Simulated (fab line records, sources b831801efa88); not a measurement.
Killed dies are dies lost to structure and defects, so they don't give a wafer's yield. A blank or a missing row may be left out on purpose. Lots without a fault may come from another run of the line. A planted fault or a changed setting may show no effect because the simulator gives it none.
One fault seen from 2 desks | flow gf180mcu | each desk has only its own numbers; what lay behind them comes last

THE METROLOGY DESK
What the gauges read, lot by lot, whatever tool the lot ran on: means of the sampled wafers that have a number. A lot is out of limits, marked OUT, if its mean lies more than 4 standard deviations from the usual mean; the brackets give that distance.
Columns: A = TOP_METAL_ALCU_RS at GF_TOP_METAL_RS_MEAS_05, usual 0.0326 ohm/sq; B = TOP_METAL_ALCU_THK at GF_TOP_METAL_THK_MEAS_06, usual 891 nm; C = PASSIVATION_CVD_00_THK at GF_PASSIVATION_THK_MEAS_01, usual 1004 nm
lot  | first seen here | A      | B   | C
L696 | day 28 12:03    | 0.0323 | 902 | 995
L697 | day 28 17:41    | 0.0323 | 895 | 1015
L698 | day 28 23:44    | 0.0328 | 881 | 1000
L699 | day 29 10:38    | 0.0333 | 874 | 1010
L700 | day 29 14:58    | 0.0330 | 886 | 1009
L702 | day 30 03:46    | 0.0324 | 896 | 995
L705 | day 30 21:19    | 0.0328 | 887 | 1004
L706 | day 31 10:13    | 0.0328 | 890 | 1003
L711 | day 32 14:58    | 0.0328 | 890 | 850 (-12) OUT
L712 | day 32 21:27    | 0.0329 | 890 | 1018
L714 | day 33 04:00    | 0.0325 | 894 | 991
L716 | day 33 22:07    | 0.0327 | 883 | 1007
This desk's finding: out of limits on L711; first on L711, day 33 08:16 (PASSIVATION_CVD_00_THK at GF_PASSIVATION_THK_MEAS_01). In limits: L696, L697, L698, L699, L700, L702, L705, L706, L712, L714, L716.

THE TOOL OWNER'S DESK: pecvd-03
The tool's own readings at GF_PASSIVATION_CVD_00 (deposits SiO2 from TEOS, target thk 1000 nm, time 111.95 s): means of the sampled wafers that have a number, for each lot that ran on this tool. A lot is out of limits, marked OUT, if its mean lies more than 4 standard deviations from the usual mean; the brackets give that distance.
Columns: A = heater_power_w at GF_PASSIVATION_CVD_00, usual 626 W; B = run_length_s at GF_PASSIVATION_CVD_00, usual 139.6 s
lot  | first seen here | A   | B
L697 | day 29 13:58    | 547 | 139.8
L698 | day 29 19:59    | 494 | 139.4
L699 | day 30 06:22    | 582 | 139.6
L702 | day 30 23:00    | 488 | 139.4
L706 | day 32 03:50    | 536 | 139.4
L711 | day 33 08:10    | 604 | 122.0 (-34) OUT
This desk's finding: out of limits on L711; first on L711, day 33 08:10 (run_length_s at GF_PASSIVATION_CVD_00). In limits: L697, L698, L699, L702, L706.

PUT TOGETHER
The tool owner's desk could have raised an alarm at day 33 08:10, on L711.
The metrology desk could have raised an alarm at day 33 08:16, on L711.
Of the lots named, all ran GF_PASSIVATION_CVD_00 on pecvd-03.

WHAT THE SIMULATOR HAD PUT IN
Process parameter drift: pecvd-03, from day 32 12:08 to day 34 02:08, at GF_PASSIVATION_CVD_00. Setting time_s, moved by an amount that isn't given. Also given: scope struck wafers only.
Lots struck among those shown: L711.
Hours from the fault's start to each desk's first reading out of limits: the tool owner's desk, 20; the metrology desk, 20.
